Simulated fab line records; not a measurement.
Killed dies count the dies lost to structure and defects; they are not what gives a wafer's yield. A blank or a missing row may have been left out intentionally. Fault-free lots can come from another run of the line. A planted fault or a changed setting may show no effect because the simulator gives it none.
fab line records	flow gf180mcu
record lots=5	wafers=15	last-day=34
route steps=602 shown HV_LDD@190
lots that met no fault: taken from a fault-free run of the same line
start-h: hours from the record's opening day to when the first of the lot's shown wafers began	wait-h: time in hours since the lot's previous step	" identical to the entry in the row above	L1.1+2: several wafers, shown together as one row	- no value, or no start was given	* or withheld: withheld	< > ~ a bound
route shown NAME@n: a module of which the file shows steps, and the number in the route of the first	usual: mean/standard deviation of fault-free wafers	same: alike in all rows	chamber/n: place in a boat	sites: each site's reading	_std_site: how widely they spread, as a standard deviation	_edge_site: outer sites' mean less inner sites'	radius-mm: for every site, how far away it sits from the centre of the wafer	mask NAME#n: copy n	behind: the most recent tool/chamber to have shaped the wafer	hold: what put the lot on hold/how long, in hours/how the hold closed	device: whichever transistor did not switch (one of n, p or np)	end of line: tests of these same wafers at the route's end	a step given without rows: its recipe and nothing more	killed: not the wafer's yield, but the dies lost to structure and defects at the first sort	map: shows each die of a wafer: x if killed, . if not, _ if none is there
set.NAME: the setting as run; set.NAME@STEP: as run at that earlier step	model.NAME: the simulator's own value behind a step, which no gauge read
lots seen at some steps along the route; tables by step, rows by wafer
services: from which hour (start-h, from the record's first day; less than 0 if before it) a tool's chamber was out of use, for how many hours, and why
## steps
# step GF_HV_LDD_COAT_14
# recipe resist=NOVOLAK	spin-rpm=3000	resist-thk-nm=1000
# usual exhaust-pa=45.1/0.86	spin-speed-rpm=3000.1/2.4
lot.wafer	tool	chamber	start-h	wait-h	exhaust-pa	spin-speed-rpm
L075.1	litho-track-01	0	233.32	0.1	44.4	3000.7
L075.4	"	0	"	"	46.1	3001.8
L075.6	"	0	"	"	45.2	3003.4
L077.1	litho-track-01	0	252.52	0.1	45.0	2999.2
L077.3	"	0	"	"	46.3	3000.3
L077.5	"	0	"	"	45.9	2994.5
L079.1	litho-track-01	0	264.17	0.1	46.3	3000.7
L079.2	"	0	"	"	46.3	2997.3
L079.3	"	0	"	"	46.6	2997.1
L090.2	litho-track-01	0	345.54	0.1	43.6	2997.2
L090.4	"	0	"	"	44.7	2999.8
L090.5	"	0	"	"	44.9	3000.1
L097.1	litho-track-02	0	396.10	0.1	44.9	3001.4
L097.4	"	0	"	"	46.7	3003.5
L097.5	"	0	"	"	45.7	2996.6
# step GF_HV_LDD_SOFTBAKE_15
# recipe temp-c=90	time-s=60	resist=NOVOLAK
# usual exhaust-pa=45.1/0.89
lot.wafer	tool	chamber	start-h	wait-h	exhaust-pa
L075.1	litho-track-01	0	233.47	0.1	45.0
L075.4	"	0	"	"	44.8
L075.6	"	0	"	"	44.3
L077.1	litho-track-01	0	252.67	0.1	46.1
L077.3	"	0	"	"	44.8
L077.5	"	0	"	"	45.0
L079.1	litho-track-01	0	264.32	0.1	44.8
L079.2	"	0	"	"	44.0
L079.3	"	0	"	"	45.5
L090.2	litho-track-01	0	345.69	0.1	45.0
L090.4	"	0	"	"	43.9
L090.5	"	0	"	"	45.2
L097.1	litho-track-02	0	396.25	0.1	44.2
L097.4	"	0	"	"	45.7
L097.5	"	0	"	"	44.5
# step GF_HV_LDD_EXPOSE_16
# recipe mask-id=Pplus_LV_AREA	target-cd-nm=400	na=0.6	source-shape=conventional	sigma-outer=0.6	dose-mj=140
# usual exposure-dose-mJ-cm2=139.98/0.13
lot.wafer	tool	chamber	start-h	wait-h	mask	exposure-dose-mJ-cm2
L075.1	iline-stepper-01	0	-	-	Pplus_LV_AREA#0	140.08
L075.4	"	0	"	"	Pplus_LV_AREA#0	140.14
L075.6	"	0	"	"	Pplus_LV_AREA#0	140.25
L077.1	iline-stepper-01	0	-	-	Pplus_LV_AREA#0	139.95
L077.3	"	0	"	"	Pplus_LV_AREA#0	140.10
L077.5	"	0	"	"	Pplus_LV_AREA#0	139.91
L079.1	iline-stepper-01	0	-	-	Pplus_LV_AREA#0	140.07
L079.2	"	0	"	"	Pplus_LV_AREA#0	139.93
L079.3	"	0	"	"	Pplus_LV_AREA#0	140.14
L090.2	iline-stepper-02	0	-	-	Pplus_LV_AREA#0	139.83
L090.4	"	0	"	"	Pplus_LV_AREA#0	139.94
L090.5	"	0	"	"	Pplus_LV_AREA#0	139.78
L097.1	iline-stepper-02	0	-	-	Pplus_LV_AREA#0	140.18
L097.4	"	0	"	"	Pplus_LV_AREA#0	139.84
L097.5	"	0	"	"	Pplus_LV_AREA#0	140.11
# step GF_HV_LDD_PEB_17
# recipe temp-c=withheld	time-s=*	resist=NOVOLAK
# usual exhaust-pa=45.0/0.78
lot.wafer	tool	chamber	start-h	wait-h	exhaust-pa
L075.1	litho-track-04	0	-	-	46.8
L075.4	"	0	"	"	45.6
L075.6	"	0	"	"	46.3
L077.1	litho-track-04	0	-	-	43.9
L077.3	"	0	"	"	45.0
L077.5	"	0	"	"	45.1
L079.1	litho-track-04	0	-	-	44.2
L079.2	"	0	"	"	44.8
L079.3	"	0	"	"	44.6
L090.2	litho-track-02	0	-	-	44.3
L090.4	"	0	"	"	45.1
L090.5	"	0	"	"	46.7
L097.1	litho-track-02	0	-	-	44.9
L097.4	"	0	"	"	44.1
L097.5	"	0	"	"	43.4
# step GF_HV_LDD_DEVELOP_18
# recipe develop-time-s=60	dev-temp-c=23
# usual exhaust-pa=44.9/0.89
# same develop-time-s=60
lot.wafer	tool	chamber	start-h	wait-h	exhaust-pa
L075.1	litho-track-04	0	242.38	0.1	44.8
L075.4	"	0	"	"	44.5
L075.6	"	0	"	"	44.7
L077.1	litho-track-04	0	261.48	0.1	43.5
L077.3	"	0	"	"	44.7
L077.5	"	0	"	"	44.4
L079.1	litho-track-04	0	274.03	0.1	44.2
L079.2	"	0	"	"	43.5
L079.3	"	0	"	"	43.8
L090.2	litho-track-02	0	356.62	0.1	45.0
L090.4	"	0	"	"	47.1
L090.5	"	0	"	"	46.3
L097.1	litho-track-02	0	408.25	0.1	46.0
L097.4	"	0	"	"	45.0
L097.5	"	0	"	"	45.9
# step GF_HV_LDD_CD_MEAS_19
# recipe target-cd-nm=400
# usual cd-nm=399.5/2.2
lot.wafer	tool	chamber	start-h	wait-h	cd-nm
L075.1	cd-sem-01	-	242.53	0.1	400.1
L075.4	"	-	"	"	394.7
L075.6	"	-	"	"	396.2
L077.1	cd-sem-02	-	261.63	0.1	401.5
L077.3	"	-	"	"	401.9
L077.5	"	-	"	"	402.8
L079.1	cd-sem-01	-	274.18	0.1	398.4
L079.2	"	-	"	"	400.1
L079.3	"	-	"	"	398.9
L090.2	cd-sem-01	-	356.77	0.1	395.5
L090.4	"	-	"	"	396.1
L090.5	"	-	"	"	398.9
L097.1	cd-sem-01	-	408.40	0.1	403.0
L097.4	"	-	"	"	398.5
L097.5	"	-	"	"	399.7
# step GF_HV_LDD_OVL_MEAS_20
# usual HV_LDD_01_OVL=-0.1/1.4
lot.wafer	tool	chamber	start-h	wait-h	HV_LDD_01_OVL[nm]
L075.1	overlay-01	-	242.65	0.1	-2.6
L075.4	"	-	"	"	-2.7
L075.6	"	-	"	"	-1.0
L077.1	overlay-02	-	261.75	0.1	0.4
L077.3	"	-	"	"	1.0
L077.5	"	-	"	"	-1.4
L079.1	overlay-02	-	274.30	0.1	-1.9
L079.2	"	-	"	"	-1.3
L079.3	"	-	"	"	0.4
L090.2	overlay-02	-	356.88	0.1	2.4
L090.4	"	-	"	"	3.4
L090.5	"	-	"	"	3.7
L097.1	overlay-01	-	408.52	0.1	-0.6
L097.4	"	-	"	"	1.2
L097.5	"	-	"	"	-0.8
# step GF_HV_LDD_IMPLANT_21
# recipe species=BF2	energy-kev=25	dose-cm2=5e+13	tilt-deg=7
# usual beam-on-s=10.01/0.2
lot.wafer	tool	chamber	start-h	wait-h	beam-on-s
L075.1	implanter-04	0	242.68	0.0	10.26
L075.4	"	0	"	"	10.33
L075.6	"	0	"	"	10.10
L077.1	implanter-03	0	261.78	0.0	9.93
L077.3	"	0	"	"	9.78
L077.5	"	0	"	"	9.99
L079.1	implanter-03	0	274.33	0.0	10.00
L079.2	"	0	"	"	9.81
L079.3	"	0	"	"	9.90
L090.2	implanter-03	0	356.93	0.0	10.06
L090.4	"	0	"	"	10.29
L090.5	"	0	"	"	9.98
L097.1	implanter-03	0	408.55	0.0	9.96
L097.4	"	0	"	"	10.06
L097.5	"	0	"	"	9.97
# step GF_HV_LDD_STRIP_22
# recipe chemistry=O2/N2	power-w=1400	pressure-mtorr=1500	platen-temp-c=250	o2-flow-sccm=3000	n2-flow-sccm=300	overash-fraction=0.5
# usual drypump-motor-current-A=5.8/0.59	heater-power-w=316/28	n2-flow-sccm=300.0/0.93	oes-product-au=0.716/0.0042	strip-time-to-endpoint-s=12.64/0.036
# same overash-fraction=0.5
lot.wafer	tool	chamber	start-h	wait-h	drypump-motor-current-A	heater-power-w	n2-flow-sccm	oes-product-au	rf-hours-counter-h	strip-time-to-endpoint-s
L075.1	plasma-asher-01	0	242.83	0.1	5.5	329	301.6	0.714	46	12.67
L075.4	"	0	"	"	5.6	324	300.7	0.720	-	12.69
L075.6	"	0	"	"	5.6	331	301.2	0.722	-	12.67
L077.1	plasma-asher-01	0	261.93	0.1	5.5	332	300.1	0.724	48	12.69
L077.3	"	1	"	"	6.3	281	299.6	0.718	-	12.64
L077.5	"	1	"	"	6.3	280	299.6	0.718	-	12.63
L079.1	plasma-asher-04	1	274.48	0.1	6.2	331	300.8	0.714	62	12.67
L079.2	"	0	"	"	5.2	297	299.7	0.720	62	12.65
L079.3	"	1	"	"	6.2	329	299.3	0.719	-	12.70
L090.2	plasma-asher-04	0	357.06	0.1	5.2	303	297.2	0.724	69	12.62
L090.4	"	1	"	"	6.2	336	300.1	0.719	-	12.60
L090.5	"	0	"	"	5.2	304	299.1	0.711	-	12.58
L097.1	plasma-asher-01	1	408.70	0.1	6.3	281	300.3	0.715	64	12.63
L097.4	"	1	"	"	6.3	275	301.7	0.713	-	12.63
L097.5	"	0	"	"	5.5	327	301.9	0.714	-	12.61
# step GF_HV_LDD_TW_MEAS_23
# usual HV_LDD_2_TW=1052/7.3
lot.wafer	tool	chamber	start-h	wait-h	HV_LDD_2_TW
L075.1	film-metro-04	-	242.93	0.1	1042
L075.4	"	-	"	"	1048
L075.6	"	-	"	"	1046
L077.1	film-metro-03	-	262.03	0.1	1053
L077.3	"	-	"	"	1056
L077.5	"	-	"	"	1053
L079.1	film-metro-03	-	274.58	0.1	1057
L079.2	"	-	"	"	1058
L079.3	"	-	"	"	1054
L090.2	film-metro-01	-	357.17	0.1	1046
L090.4	"	-	"	"	1041
L090.5	"	-	"	"	1050
L097.1	film-metro-03	-	408.80	0.1	1057
L097.4	"	-	"	"	1048
L097.5	"	-	"	"	1051
# step GF_HV_LDD_DEHYDRATE_24
# recipe temp-c=200	time-s=60
# usual exhaust-pa=44.9/0.93
lot.wafer	tool	chamber	start-h	wait-h	exhaust-pa
L075.1	litho-track-01	0	251.62	8.7	44.0
L075.4	"	0	"	"	43.7
L075.6	"	0	"	"	43.6
L077.1	litho-track-01	0	271.17	9.1	45.1
L077.3	"	0	"	"	47.4
L077.5	"	0	"	"	46.9
L079.1	litho-track-01	0	283.62	9.0	43.5
L079.2	"	0	"	"	43.7
L079.3	"	0	"	"	44.5
L090.2	litho-track-02	0	367.22	10.0	45.1
L090.4	"	0	"	"	44.7
L090.5	"	0	"	"	44.3
L097.1	litho-track-01	0	419.87	11.1	45.5
L097.4	"	0	"	"	44.0
L097.5	"	0	"	"	45.4
# step GF_HV_LDD_HMDS_25
# recipe prime-time-s=60	prime-temp-c=120
# usual exhaust-pa=45.0/0.89
lot.wafer	tool	chamber	start-h	wait-h	exhaust-pa
L075.1	litho-track-01	0	251.77	0.1	44.9
L075.4	"	0	"	"	45.8
L075.6	"	0	"	"	45.9
L077.1	litho-track-01	0	271.32	0.1	46.9
L077.3	"	0	"	"	45.8
L077.5	"	0	"	"	45.5
L079.1	litho-track-01	0	283.77	0.1	43.8
L079.2	"	0	"	"	44.5
L079.3	"	0	"	"	44.1
L090.2	litho-track-02	0	367.37	0.1	44.7
L090.4	"	0	"	"	44.8
L090.5	"	0	"	"	44.2
L097.1	litho-track-01	0	420.02	0.1	45.8
L097.4	"	0	"	"	45.0
L097.5	"	0	"	"	44.4
# step GF_HV_LDD_COAT_26
# recipe resist=NOVOLAK	spin-rpm=3000	resist-thk-nm=1000
# usual exhaust-pa=45.1/0.87	spin-speed-rpm=2999.6/2.4
lot.wafer	tool	chamber	start-h	wait-h	exhaust-pa	spin-speed-rpm
L075.1	litho-track-01	0	251.92	0.1	44.1	2996.6
L075.4	"	0	"	"	44.6	2997.2
L075.6	"	0	"	"	46.3	3001.0
L077.1	litho-track-01	0	271.47	0.1	43.5	2995.4
L077.3	"	0	"	"	44.1	2997.6
L077.5	"	0	"	"	44.1	2996.8
L079.1	litho-track-01	0	283.92	0.1	43.2	2994.9
L079.2	"	0	"	"	44.9	2996.1
L079.3	"	0	"	"	44.6	2997.6
L090.2	litho-track-02	0	367.52	0.1	44.6	2998.2
L090.4	"	0	"	"	43.8	2995.9
L090.5	"	0	"	"	44.6	2999.3
L097.1	litho-track-01	0	420.17	0.1	43.3	2999.8
L097.4	"	0	"	"	43.6	3002.7
L097.5	"	0	"	"	44.6	3001.4
# step GF_HV_LDD_SOFTBAKE_27
# recipe temp-c=90	time-s=60	resist=NOVOLAK
# usual exhaust-pa=44.8/0.9
lot.wafer	tool	chamber	start-h	wait-h	exhaust-pa
L075.1	litho-track-01	0	252.07	0.1	44.4
L075.4	"	0	"	"	44.2
L075.6	"	0	"	"	45.1
L077.1	litho-track-01	0	271.62	0.1	44.7
L077.3	"	0	"	"	44.9
L077.5	"	0	"	"	44.6
L079.1	litho-track-01	0	284.07	0.1	43.0
L079.2	"	0	"	"	43.2
L079.3	"	0	"	"	44.2
L090.2	litho-track-02	0	367.67	0.1	45.1
L090.4	"	0	"	"	45.5
L090.5	"	0	"	"	46.1
L097.1	litho-track-01	0	420.32	0.1	43.1
L097.4	"	0	"	"	42.4
L097.5	"	0	"	"	43.8
# step GF_HV_LDD_EXPOSE_28
# recipe mask-id=Nplus_HV_AREA	target-cd-nm=400	na=0.6	source-shape=conventional	sigma-outer=0.6	dose-mj=140
# usual exposure-dose-mJ-cm2=139.99/0.14
lot.wafer	tool	chamber	start-h	wait-h	mask	exposure-dose-mJ-cm2
L075.1	iline-stepper-01	0	-	-	Nplus_HV_AREA#0	140.23
L075.4	"	0	"	"	Nplus_HV_AREA#0	140.06
L075.6	"	0	"	"	Nplus_HV_AREA#0	140.22
L077.1	iline-stepper-02	0	-	-	Nplus_HV_AREA#0	139.89
L077.3	"	0	"	"	Nplus_HV_AREA#0	139.89
L077.5	"	0	"	"	Nplus_HV_AREA#0	139.80
L079.1	iline-stepper-02	0	-	-	Nplus_HV_AREA#0	139.81
L079.2	"	0	"	"	Nplus_HV_AREA#0	139.92
L079.3	"	0	"	"	Nplus_HV_AREA#0	139.85
L090.2	iline-stepper-02	0	-	-	Nplus_HV_AREA#0	139.96
L090.4	"	0	"	"	Nplus_HV_AREA#0	140.00
L090.5	"	0	"	"	Nplus_HV_AREA#0	139.77
L097.1	iline-stepper-02	0	-	-	Nplus_HV_AREA#0	139.86
L097.4	"	0	"	"	Nplus_HV_AREA#0	140.06
L097.5	"	0	"	"	Nplus_HV_AREA#0	140.08
# step GF_HV_LDD_PEB_29
# recipe temp-c=withheld	time-s=*	resist=NOVOLAK
# usual exhaust-pa=44.9/0.8
lot.wafer	tool	chamber	start-h	wait-h	exhaust-pa
L075.1	litho-track-02	0	-	-	44.8
L075.4	"	0	"	"	45.0
L075.6	"	0	"	"	45.6
L077.1	litho-track-04	0	-	-	44.2
L077.3	"	0	"	"	43.6
L077.5	"	0	"	"	45.9
L079.1	litho-track-04	0	-	-	45.7
L079.2	"	0	"	"	44.7
L079.3	"	0	"	"	45.3
L090.2	litho-track-02	0	-	-	44.3
L090.4	"	0	"	"	45.6
L090.5	"	0	"	"	45.3
L097.1	litho-track-04	0	-	-	45.2
L097.4	"	0	"	"	44.6
L097.5	"	0	"	"	44.4
# step GF_HV_LDD_DEVELOP_30
# recipe develop-time-s=60	dev-temp-c=23
# usual exhaust-pa=45.2/0.9
# same develop-time-s=60
lot.wafer	tool	chamber	start-h	wait-h	exhaust-pa
L075.1	litho-track-02	0	260.75	0.1	44.3
L075.4	"	0	"	"	44.3
L075.6	"	0	"	"	45.6
L077.1	litho-track-04	0	280.93	0.1	45.6
L077.3	"	0	"	"	44.7
L077.5	"	0	"	"	43.9
L079.1	litho-track-04	0	293.88	0.1	45.9
L079.2	"	0	"	"	44.6
L079.3	"	0	"	"	44.8
L090.2	litho-track-02	0	379.02	0.1	44.0
L090.4	"	0	"	"	43.5
L090.5	"	0	"	"	44.6
L097.1	litho-track-04	0	432.32	0.1	43.5
L097.4	"	0	"	"	44.1
L097.5	"	0	"	"	42.9
# step GF_HV_LDD_CD_MEAS_31
# recipe target-cd-nm=400
# usual cd-nm=399.9/2
lot.wafer	tool	chamber	start-h	wait-h	cd-nm
L075.1	cd-sem-02	-	260.90	0.1	398.8
L075.4	"	-	"	"	400.3
L075.6	"	-	"	"	397.8
L077.1	cd-sem-01	-	281.08	0.1	404.0
L077.3	"	-	"	"	402.6
L077.5	"	-	"	"	401.6
L079.1	cd-sem-01	-	294.03	0.1	401.5
L079.2	"	-	"	"	400.4
L079.3	"	-	"	"	401.2
L090.2	cd-sem-02	-	379.17	0.1	400.4
L090.4	"	-	"	"	400.2
L090.5	"	-	"	"	399.8
L097.1	cd-sem-02	-	432.47	0.1	400.0
L097.4	"	-	"	"	399.4
L097.5	"	-	"	"	396.6
# step GF_HV_LDD_OVL_MEAS_32
# usual HV_LDD_02_OVL=-0.6/1.3
lot.wafer	tool	chamber	start-h	wait-h	HV_LDD_02_OVL[nm]
L075.1	overlay-01	-	261.02	0.1	-1.1
L075.4	"	-	"	"	-1.7
L075.6	"	-	"	"	-1.3
L077.1	overlay-02	-	281.20	0.1	-1.3
L077.3	"	-	"	"	0.1
L077.5	"	-	"	"	-0.6
L079.1	overlay-02	-	294.15	0.1	1.3
L079.2	"	-	"	"	1.0
L079.3	"	-	"	"	0.7
L090.2	overlay-02	-	379.28	0.1	-0.9
L090.4	"	-	"	"	-2.3
L090.5	"	-	"	"	-2.1
L097.1	overlay-01	-	432.59	0.1	1.2
L097.4	"	-	"	"	-1.2
L097.5	"	-	"	"	-1.4
# step GF_HV_LDD_IMPLANT_33
# recipe species=P	energy-kev=60	dose-cm2=7.5e+12	tilt-deg=30	rotation-deg=0
# usual beam-on-s=9.97/0.19
lot.wafer	tool	chamber	start-h	wait-h	beam-on-s
L075.1	implanter-02	0	261.06	0.0	9.50
L075.4	"	0	"	"	10.24
L075.6	"	0	"	"	10.05
L077.1	implanter-03	0	281.23	0.0	9.99
L077.3	"	0	"	"	10.23
L077.5	"	0	"	"	10.11
L079.1	implanter-04	0	294.18	0.0	9.93
L079.2	"	0	"	"	10.03
L079.3	"	0	"	"	9.73
L090.2	implanter-03	0	379.33	0.0	10.06
L090.4	"	0	"	"	10.15
L090.5	"	0	"	"	9.75
L097.1	implanter-02	0	432.63	0.0	9.87
L097.4	"	0	"	"	9.99
L097.5	"	0	"	"	9.90
# step GF_HV_LDD_IMPLANT_34
# recipe species=P	energy-kev=60	dose-cm2=7.5e+12	tilt-deg=30	rotation-deg=90
# usual beam-on-s=10.00/0.19
lot.wafer	tool	chamber	start-h	wait-h	beam-on-s
L075.1	implanter-02	0	261.21	0.1	10.28
L075.4	"	0	"	"	10.04
L075.6	"	0	"	"	10.25
L077.1	implanter-03	0	281.38	0.1	10.20
L077.3	"	0	"	"	10.01
L077.5	"	0	"	"	10.00
L079.1	implanter-04	0	294.33	0.1	9.84
L079.2	"	0	"	"	9.98
L079.3	"	0	"	"	9.99
L090.2	implanter-03	0	379.48	0.1	9.97
L090.4	"	0	"	"	9.96
L090.5	"	0	"	"	9.82
L097.1	implanter-02	0	432.78	0.1	10.12
L097.4	"	0	"	"	10.03
L097.5	"	0	"	"	9.67
# step GF_HV_LDD_IMPLANT_35
# recipe species=P	energy-kev=60	dose-cm2=7.5e+12	tilt-deg=30	rotation-deg=180
# usual beam-on-s=9.96/0.19
lot.wafer	tool	chamber	start-h	wait-h	beam-on-s
L075.1	implanter-02	0	261.36	0.1	10.31
L075.4	"	0	"	"	10.17
L075.6	"	0	"	"	10.22
L077.1	implanter-03	0	281.53	0.1	9.86
L077.3	"	0	"	"	10.12
L077.5	"	0	"	"	9.81
L079.1	implanter-04	0	294.48	0.1	9.73
L079.2	"	0	"	"	10.19
L079.3	"	0	"	"	9.92
L090.2	implanter-03	0	379.63	0.1	9.71
L090.4	"	0	"	"	10.03
L090.5	"	0	"	"	10.19
L097.1	implanter-02	0	432.93	0.1	10.44
L097.4	"	0	"	"	10.04
L097.5	"	0	"	"	10.06
# step GF_HV_LDD_IMPLANT_36
# recipe species=P	energy-kev=60	dose-cm2=7.5e+12	tilt-deg=30	rotation-deg=270
# usual beam-on-s=9.99/0.21
lot.wafer	tool	chamber	start-h	wait-h	beam-on-s
L075.1	implanter-02	0	261.51	0.1	10.08
L075.4	"	0	"	"	9.96
L075.6	"	0	"	"	10.43
L077.1	implanter-03	0	281.68	0.1	10.00
L077.3	"	0	"	"	9.86
L077.5	"	0	"	"	10.01
L079.1	implanter-04	0	294.63	0.1	9.62
L079.2	"	0	"	"	10.02
L079.3	"	0	"	"	10.33
L090.2	implanter-03	0	379.78	0.1	10.08
L090.4	"	0	"	"	9.89
L090.5	"	0	"	"	10.07
L097.1	implanter-02	0	433.08	0.1	10.10
L097.4	"	0	"	"	9.82
L097.5	"	0	"	"	9.73
# step GF_HV_LDD_STRIP_37
# recipe chemistry=O2/N2	power-w=1400	pressure-mtorr=1500	platen-temp-c=250	o2-flow-sccm=3000	n2-flow-sccm=300	overash-fraction=0.5
# usual drypump-motor-current-A=5.8/0.58	heater-power-w=317/26	n2-flow-sccm=299.9/0.9	oes-product-au=0.716/0.0046	strip-time-to-endpoint-s=12.63/0.044
# same overash-fraction=0.5
lot.wafer	tool	chamber	start-h	wait-h	drypump-motor-current-A	heater-power-w	n2-flow-sccm	oes-product-au	rf-hours-counter-h	strip-time-to-endpoint-s
L075.1	plasma-asher-04	1	261.66	0.1	6.2	344	298.8	0.721	61	12.67
L075.4	"	1	"	"	6.2	335	300.2	0.708	-	12.67
L075.6	"	0	"	"	5.2	315	300.5	0.719	-	12.69
L077.1	plasma-asher-04	0	281.83	0.1	5.2	300	300.9	0.716	63	12.72
L077.3	"	1	"	"	6.2	352	299.9	0.718	-	12.69
L077.5	"	1	"	"	6.2	343	299.2	0.714	-	12.70
L079.1	plasma-asher-03	1	294.78	0.1	6.5	310	301.1	0.713	19	12.64
L079.2	"	0	"	"	4.7	358	299.9	0.718	19	12.67
L079.3	"	1	"	"	6.5	306	301.8	0.716	-	12.63
L090.2	plasma-asher-04	0	379.91	0.1	5.2	307	299.0	0.720	72	12.59
L090.4	"	1	"	"	6.2	343	299.5	0.719	-	12.65
L090.5	"	1	"	"	6.2	345	300.3	0.718	-	12.61
L097.1	plasma-asher-03	1	433.23	0.1	6.5	306	300.3	0.717	33	12.65
L097.4	"	1	"	"	6.5	307	302.1	0.713	-	12.61
L097.5	"	1	"	"	6.5	306	299.9	0.711	-	12.63
# step GF_HV_LDD_TW_MEAS_38
# usual HV_LDD_3_TW=1431/8.4
lot.wafer	tool	chamber	start-h	wait-h	HV_LDD_3_TW
L075.1	film-metro-04	-	261.76	0.1	1424
L075.4	"	-	"	"	1429
L075.6	"	-	"	"	1421
L077.1	film-metro-01	-	281.93	0.1	1425
L077.3	"	-	"	"	1426
L077.5	"	-	"	"	1433
L079.1	film-metro-03	-	294.88	0.1	1442
L079.2	"	-	"	"	1433
L079.3	"	-	"	"	1442
L090.2	film-metro-01	-	380.02	0.1	1422
L090.4	"	-	"	"	1433
L090.5	"	-	"	"	1421
L097.1	film-metro-04	-	433.33	0.1	1433
L097.4	"	-	"	"	1430
L097.5	"	-	"	"	1434
# step GF_HV_LDD_DEHYDRATE_39
# recipe temp-c=200	time-s=60
# usual exhaust-pa=45.0/0.88
lot.wafer	tool	chamber	start-h	wait-h	exhaust-pa
L075.1	litho-track-02	0	270.05	8.3	44.9
L075.4	"	0	"	"	44.4
L075.6	"	0	"	"	43.8
L077.1	litho-track-01	0	291.17	9.2	45.2
L077.3	"	0	"	"	44.4
L077.5	"	0	"	"	44.7
L079.1	litho-track-02	0	304.05	9.2	45.8
L079.2	"	0	"	"	45.5
L079.3	"	0	"	"	45.0
L090.2	litho-track-02	0	390.72	10.7	43.9
L090.4	"	0	"	"	45.1
L090.5	"	0	"	"	45.3
L097.1	litho-track-02	0	444.60	11.3	46.0
L097.4	"	0	"	"	45.5
L097.5	"	0	"	"	45.9
# step GF_HV_LDD_HMDS_40
# recipe prime-time-s=60	prime-temp-c=120
# usual exhaust-pa=45.0/0.88
lot.wafer	tool	chamber	start-h	wait-h	exhaust-pa
L075.1	litho-track-02	0	270.20	0.1	44.4
L075.4	"	0	"	"	44.4
L075.6	"	0	"	"	43.5
L077.1	litho-track-01	0	291.32	0.1	45.7
L077.3	"	0	"	"	45.2
L077.5	"	0	"	"	44.8
L079.1	litho-track-02	0	304.20	0.1	43.8
L079.2	"	0	"	"	45.9
L079.3	"	0	"	"	43.6
L090.2	litho-track-02	0	390.87	0.1	44.7
L090.4	"	0	"	"	44.4
L090.5	"	0	"	"	44.0
L097.1	litho-track-02	0	444.75	0.1	44.2
L097.4	"	0	"	"	44.4
L097.5	"	0	"	"	43.4
# step GF_HV_LDD_COAT_41
# recipe resist=NOVOLAK	spin-rpm=3000	resist-thk-nm=1000
# usual exhaust-pa=45.2/0.9	spin-speed-rpm=3000.2/2.1
lot.wafer	tool	chamber	start-h	wait-h	exhaust-pa	spin-speed-rpm
L075.1	litho-track-02	0	270.35	0.1	45.2	2999.8
L075.4	"	0	"	"	45.3	3001.6
L075.6	"	0	"	"	45.1	3001.7
L077.1	litho-track-01	0	291.47	0.1	44.6	2999.5
L077.3	"	0	"	"	43.4	3000.6
L077.5	"	0	"	"	44.8	2999.4
L079.1	litho-track-02	0	304.35	0.1	43.0	2998.2
L079.2	"	0	"	"	45.1	2999.5
L079.3	"	0	"	"	43.4	2999.8
L090.2	litho-track-02	0	391.02	0.1	45.3	3001.7
L090.4	"	0	"	"	44.5	3003.7
L090.5	"	0	"	"	45.3	3001.1
L097.1	litho-track-02	0	444.90	0.1	46.5	3002.3
L097.4	"	0	"	"	45.4	2999.8
L097.5	"	0	"	"	46.8	2999.5
# step GF_HV_LDD_SOFTBAKE_42
# recipe temp-c=90	time-s=60	resist=NOVOLAK
# usual exhaust-pa=44.7/0.8
lot.wafer	tool	chamber	start-h	wait-h	exhaust-pa
L075.1	litho-track-02	0	270.50	0.1	45.8
L075.4	"	0	"	"	46.6
L075.6	"	0	"	"	46.0
L077.1	litho-track-01	0	291.62	0.1	46.0
L077.3	"	0	"	"	44.8
L077.5	"	0	"	"	44.3
L079.1	litho-track-02	0	304.50	0.1	43.6
L079.2	"	0	"	"	44.1
L079.3	"	0	"	"	44.1
L090.2	litho-track-02	0	391.17	0.1	44.0
L090.4	"	0	"	"	44.9
L090.5	"	0	"	"	44.1
L097.1	litho-track-02	0	445.05	0.1	44.8
L097.4	"	0	"	"	44.6
L097.5	"	0	"	"	44.2
# step GF_HV_LDD_EXPOSE_43
# recipe mask-id=Pplus_HV_AREA	target-cd-nm=400	na=0.6	source-shape=conventional	sigma-outer=0.6	dose-mj=140
# usual exposure-dose-mJ-cm2=139.98/0.15
lot.wafer	tool	chamber	start-h	wait-h	mask	exposure-dose-mJ-cm2
L075.1	iline-stepper-02	0	-	-	Pplus_HV_AREA#0	139.84
L075.4	"	0	"	"	Pplus_HV_AREA#0	140.01
L075.6	"	0	"	"	Pplus_HV_AREA#0	139.99
L077.1	iline-stepper-01	0	-	-	Pplus_HV_AREA#0	140.13
L077.3	"	0	"	"	Pplus_HV_AREA#0	139.87
L077.5	"	0	"	"	Pplus_HV_AREA#0	140.04
L079.1	iline-stepper-02	0	-	-	Pplus_HV_AREA#0	139.92
L079.2	"	0	"	"	Pplus_HV_AREA#0	139.88
L079.3	"	0	"	"	Pplus_HV_AREA#0	140.05
L090.2	iline-stepper-01	0	-	-	Pplus_HV_AREA#0	139.95
L090.4	"	0	"	"	Pplus_HV_AREA#0	140.00
L090.5	"	0	"	"	Pplus_HV_AREA#0	140.15
L097.1	iline-stepper-01	0	-	-	Pplus_HV_AREA#0	140.18
L097.4	"	0	"	"	Pplus_HV_AREA#0	140.26
L097.5	"	0	"	"	Pplus_HV_AREA#0	140.10
## services
tool	chamber	start-h	hours	kind
implanter-02	-	254.64	2.4	repair
implanter-04	-	257.40	4.4	repair
iline-stepper-02	-	262.13	1.7	pm
implanter-03	-	265.41	5.1	pm
implanter-04	-	288.82	1.1	repair
implanter-02	-	292.47	4.4	repair
plasma-asher-04	-	321.90	6.9	repair
implanter-03	-	352.32	2.1	pm
implanter-04	-	356.72	82.5	pm
plasma-asher-03	-	363.94	0.8	repair
iline-stepper-01	-	381.29	2.1	pm
iline-stepper-01	-	383.38	-	consumable-replace:lamp
plasma-asher-03	-	399.09	14.6	pm
iline-stepper-01	-	407.38	1.7	pm
plasma-asher-04	-	410.83	15.6	pm
plasma-asher-04	-	426.43	9.0	pm
plasma-asher-04	0	426.43	9.0	vent-cycle
plasma-asher-04	1	426.43	9.0	vent-cycle
implanter-03	-	431.88	0.7	repair
plasma-asher-04	0	435.43	-	clean
plasma-asher-04	1	435.43	-	clean
## key
fault none
